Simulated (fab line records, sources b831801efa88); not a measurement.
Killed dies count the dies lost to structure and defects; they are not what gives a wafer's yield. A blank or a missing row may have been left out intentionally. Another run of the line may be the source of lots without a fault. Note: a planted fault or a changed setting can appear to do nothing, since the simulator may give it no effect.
2 desks, one fault || flow sky130 || every desk sees just its own numbers, and what lay behind them comes last

AT THE METROLOGY DESK
What the gauges read, lot by lot, whatever tool the lot ran on: means of the sampled wafers that have a number. If a lot's mean is further than 4 standard deviations from the usual mean, the lot is out of limits and carries the mark OUT (the distance appears in the brackets).
Columns: A = cd_nm at SKY_SONOS_TUNNEL_CD_MEAS_07, usual 410.0 nm; B = GATE_OXIDE_OVL at SKY_GATE_OXIDE_OVL_MEAS_10, usual -0.1 nm; C = POLY_GATE_CVD_00_THK at SKY_POLY_GATE_THK_MEAS_01, usual 180.6 nm
{"lot": "L225", "first seen here": "day 11 05:52", "A": 409.5, "B": 1.6, "C": 180.5}
{"lot": "L227", "first seen here": "day 11 22:13", "A": 407.6, "B": 0.3, "C": 181.7}
{"lot": "L231", "first seen here": "day 13 05:57", "A": 411.4, "B": 0.7, "C": "162.9 (-9.8) OUT"}
{"lot": "L240", "first seen here": "day 16 10:54", "A": 409.6, "B": 0.8, "C": 181.8}
{"lot": "L241", "first seen here": "day 16 15:03", "A": 407.0, "B": 0.0, "C": 178.7}
{"lot": "L242", "first seen here": "day 17 13:47", "A": 406.7, "B": -0.5, "C": 181.3}
{"lot": "L244", "first seen here": "day 17 18:34", "A": 412.8, "B": -1.6, "C": 179.4}
{"lot": "L246", "first seen here": "day 19 15:43", "A": 410.9, "B": -0.9, "C": 179.4}
{"lot": "L248", "first seen here": "day 19 16:58", "A": 409.1, "B": -2.4, "C": 181.0}
{"lot": "L247", "first seen here": "day 19 17:07", "A": 409.7, "B": -0.7, "C": 183.7}
This desk reports L231 out of limits; the earliest was L231 at day 15 21:39 (POLY_GATE_CVD_00_THK at SKY_POLY_GATE_THK_MEAS_01). L225, L227, L240, L241, L242, L244, L246, L248, L247: within limits.

FOR THE TOOL OWNER'S DESK: lpcvd-01
The tool's own readings at SKY_POLY_GATE_CVD_00 (deposits poly-Si, target thk 180 nm, time 720 s): means of the sampled wafers that have a number, for each lot that ran on this tool. If a lot's mean is further than 4 standard deviations from the usual mean, the lot is out of limits and carries the mark OUT (the distance appears in the brackets).
Columns: A = spike_tc_centre_C at SKY_POLY_GATE_CVD_00, usual 620.7 C; B = spike_tc_lower_C at SKY_POLY_GATE_CVD_00, usual 619.9 C; C = spike_tc_top_C at SKY_POLY_GATE_CVD_00, usual 640.9 C; D = spike_tc_upper_C at SKY_POLY_GATE_CVD_00, usual 620.6 C; E = susceptor_temp_C at SKY_POLY_GATE_CVD_00, usual 619.97 C; F = zone_power_lower_pct at SKY_POLY_GATE_CVD_00, usual 9.0 %
{"lot": "L225", "first seen here": "day 13 16:05", "A": 619.5, "B": 620.2, "C": 640.6, "D": 620.7, "E": 620.11, "F": 8.7}
{"lot": "L227", "first seen here": "day 14 15:15", "A": 621.2, "B": 619.9, "C": 640.1, "D": 620.8, "E": 619.75, "F": 8.8}
{"lot": "L231", "first seen here": "day 15 20:26", "A": "616.2 (-4.1) OUT", "B": "615.1 (-4.4) OUT", "C": 636.8, "D": "616.3 (-4.3) OUT", "E": "615.44 (-16) OUT", "F": 9.3}
{"lot": "L240", "first seen here": "day 19 16:38", "A": 621.1, "B": 620.6, "C": 639.4, "D": 621.3, "E": 620.16, "F": 8.7}
{"lot": "L241", "first seen here": "day 19 17:50", "A": 620.8, "B": 619.5, "C": 642.5, "D": 620.4, "E": 620.10, "F": 9.4}
{"lot": "L242", "first seen here": "day 20 11:44", "A": 620.2, "B": 621.3, "C": 640.3, "D": 621.0, "E": 620.46, "F": 8.7}
{"lot": "L244", "first seen here": "day 20 18:26", "A": 621.4, "B": 619.8, "C": 642.4, "D": 619.5, "E": 620.14, "F": 9.4}
{"lot": "L246", "first seen here": "day 22 17:08", "A": 620.2, "B": 620.3, "C": 640.3, "D": 620.5, "E": 620.10, "F": 8.8}
{"lot": "L248", "first seen here": "day 22 17:08", "A": 620.1, "B": 618.8, "C": 642.1, "D": 619.3, "E": 619.79, "F": 9.5}
{"lot": "L247", "first seen here": "day 22 18:23", "A": 620.8, "B": 620.7, "C": 639.9, "D": 621.0, "E": 619.89, "F": 8.8}
This desk's finding: out of limits on L231; first on L231, day 15 20:26 (spike_tc_centre_C at SKY_POLY_GATE_CVD_00). L225, L227, L240, L241, L242, L244, L246, L248, L247: within limits.

BROUGHT TOGETHER
On L231, at day 15 20:26, an alarm was possible from the tool owner's desk.
An alarm was possible from the metrology desk at day 15 21:39, on L231.
The lots listed all ran SKY_POLY_GATE_CVD_00 on lpcvd-01.

WHAT THE SIMULATOR HAD PUT IN
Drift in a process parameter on lpcvd-01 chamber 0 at SKY_POLY_GATE_CVD_00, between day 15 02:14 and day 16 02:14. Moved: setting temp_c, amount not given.
Lots struck among those shown: L231.
Time in hours from fault onset to the first out-of-limits reading at each desk: tool owner's desk 18, metrology desk 19.
